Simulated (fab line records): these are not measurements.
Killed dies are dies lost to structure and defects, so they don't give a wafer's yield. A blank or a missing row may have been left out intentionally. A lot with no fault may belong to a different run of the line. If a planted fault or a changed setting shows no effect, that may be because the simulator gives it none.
Chamber matching :: flow sky130 :: SKY_VIA1_CMP_02 on cmp-01: 4 sister chambers
The step polishes SiO2. 8 wafers are shown with their chamber, then 8 later ones without.

## WAFERS, EACH WITH ITS CHAMBER
wafer: L914.4
chamber: 3
motor_current_A (A): 12.4

wafer: L917.2
chamber: 2
motor_current_A (A): 12.4

wafer: L924.2
chamber: 2
motor_current_A (A): 12.8

wafer: L924.5
chamber: 0
motor_current_A (A): 12.8

wafer: L927.1
chamber: 1
motor_current_A (A): 11.9

wafer: L927.2
chamber: 3
motor_current_A (A): 12.3

wafer: L927.3
chamber: 0
motor_current_A (A): 12.1

wafer: L928.1
chamber: 1
motor_current_A (A): 11.5

## WAFERS MISSING THEIR CHAMBER
wafer: L928.5
motor_current_A (A): 11.6

wafer: L928.6
motor_current_A (A): 12.8

wafer: L929.1
motor_current_A (A): 11.4

wafer: L929.3
motor_current_A (A): 12.2

wafer: L929.6
motor_current_A (A): 11.5

wafer: L930.3
motor_current_A (A): 12.0

wafer: L930.5
motor_current_A (A): 11.5

wafer: L930.6
motor_current_A (A): 11.6

## WHICH CHAMBER EACH WENT THROUGH
wafer: L928.5
from the rows above: 1
in truth: 1

wafer: L928.6
from the rows above: can't be placed: 2 or 0 or 3
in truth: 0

wafer: L929.1
from the rows above: 1
in truth: 1

wafer: L929.3
from the rows above: can't be placed: 3 or 0 or 2 or 1
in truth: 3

wafer: L929.6
from the rows above: 1
in truth: 1

wafer: L930.3
from the rows above: can't be placed: 1 or 3 or 0 or 2
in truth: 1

wafer: L930.5
from the rows above: 1
in truth: 1

wafer: L930.6
from the rows above: 1
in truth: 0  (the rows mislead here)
Placed correctly: 4 of 8. Not placeable from these rows: 3 (in 3, the candidates include the true chamber). 1 placed wrongly.
How it was worked out, from the rows above alone: a wafer's distance from a chamber is the root of the sum, over the readings, of the square of ((its reading less the chamber's mean) divided by the reading's scatter). The wafer belongs to the nearest chamber; if the next one is less than 2 further off, it can't be placed. For every chamber, the mean is computed from those of its wafers that are shown. The scatter: the root of (the sum of the squares of (reading less its chamber's mean) over the shown wafers, divided by (wafers less chambers)).
